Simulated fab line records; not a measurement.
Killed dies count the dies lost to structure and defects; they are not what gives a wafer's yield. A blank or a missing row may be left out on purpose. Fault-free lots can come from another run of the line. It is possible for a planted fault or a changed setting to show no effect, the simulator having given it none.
A lot that was struck, set against a sound lot :: flow sky130 :: 15 steps out of a route of 708
Sound: wafers L802.3, L802.4, L802.5. Struck: wafer L806.6 (left out: L806.2, a lot-mate that was not struck); the cause follows at the end.
Each step with rows lists, per side, the tool, then ch with its chambers, then its first start. Under that, the readings that differ: sound wafers :: struck wafers :: difference of the means :: sigmas: that difference in standard deviations of wafers without a fault.
alike: a reading whose means differ by less than 2 such deviations, as well as words and numbers matching on both sides. not compared: withheld readings; readings where some wafer has no value; bounds like >300 that might hide an equal value; numbers whose values overlap and for which the record gives no deviation.
Wherever a step has rows on one side only, a row that says differs or no value, or a row with sigmas, the two part there. When numbers do not overlap yet have no deviation, they are printed without sigmas and do not part them. A reading missing from all wafers of one side parts the sides only when that side holds two or more wafers.

first, 3 steps without rows for these wafers: SKY_CONTACT_EXPOSE_11 (exposes mask CTM1, target cd 170 nm); SKY_CONTACT_PEB_12; SKY_CONTACT_DEVELOP_13 (develop time 60 s).
SKY_CONTACT_CD_MEAS_14 targets a cd of 170 nm.
  sound on cd sem-01 at day 36 02:24; struck on cd sem-02 at day 37 09:17
  alike: cd nm
SKY_CONTACT_OVL_MEAS_15:
  sound on overlay-01 at day 36 02:29; struck on overlay-01 at day 37 09:24
  alike: CONTACT_OVL
SKY_CONTACT_ETCH_16: etches BARC in N2/H2, stops on SiO2, time 45.9 s, target depth 60 nm.
  sound on rie diel-03 ch 0,1,2, day 36 02:31; struck on rie diel-02 ch 0, day 37 09:26
  alike: chamber pressure mTorr, drypump motor current A, oes product au, throttle valve pct
  not compared: rf hours counter h
SKY_CONTACT_ETCH_17: etches SiO2 in C4F8/O2/Ar, stops on Si3N4, target depth 340 nm.
  sound on rie diel-03 ch 0,1,2, day 36 02:34; struck on rie diel-02 ch 0, day 37 09:28
  alike: chamber pressure mTorr, oes product au
SKY_CONTACT_ETCH_18: etches Si3N4 in CHF3/O2, stops on TiN, time 39 s, target depth 75 nm.
  sound: rie diel-03 ch 0,1,2; struck: rie diel-02 ch 0
  alike: O2_flow_sccm, chamber pressure mTorr, drypump motor current A, oes product au, throttle valve pct
  not compared: rf hours counter h
SKY_CONTACT_STRIP_19: strips in O2/N2.
  sound on plasma asher-04 ch 0,1, day 36 02:41; struck on plasma asher-02 ch 0, day 37 09:34
  alike: chamber pressure mTorr, drypump motor current A, oes product au, strip time to endpoint s
  not compared: rf hours counter h
then, 3 steps without rows for these wafers: SKY_CONTACT_STRIP_20 (strips in post etch residue remover, time 1200 s); SKY_CONTACT_CLEAN_21 (cleans in IPA, time 180 s); SKY_CONTACT_CLEAN_22 (cleans in O3/DIW).
SKY_CONTACT_SPUTTER_23: material TiN, target thk 20 nm, time 80 s.
  sound on pvd sputter-01 at day 36 03:14; struck on pvd sputter-03 at day 37 10:14
reading: model.TiN_of_CONTACT_SPUTTER_23.thk nm (nm)
sound: 20.01 20.07 19.96
struck: 12.03
difference: -7.98
sigmas: 
  alike: throttle valve pct
SKY_CONTACT_CVD_24: deposits W, target thk 340 nm, time 102.12 s.
  sound on cvd w-01 ch 0,1, day 36 03:20; struck on cvd w-02 ch 1, day 37 10:17
  alike: heater power w
-- the record jumps here: 13 days lie between the struck wafers' starts before and after (it left off in module CONTACT and takes up again in module PAD_OPEN, whose first step shown is number 708 of the route) --
SKY_PAD_OPEN_PROBE_99:
  sound on prober-02 at day 49 09:35; struck on prober-02 at day 50 03:17
  alike: killed_at_M0_to_M3, killed_at_M4_up, killed at contacts, killed at front end, killed at other, killed dies, killed on rim, killed open, killed short

== WHERE THEY PART ==
Nowhere in this record.

WHY: what had been put in by the simulator
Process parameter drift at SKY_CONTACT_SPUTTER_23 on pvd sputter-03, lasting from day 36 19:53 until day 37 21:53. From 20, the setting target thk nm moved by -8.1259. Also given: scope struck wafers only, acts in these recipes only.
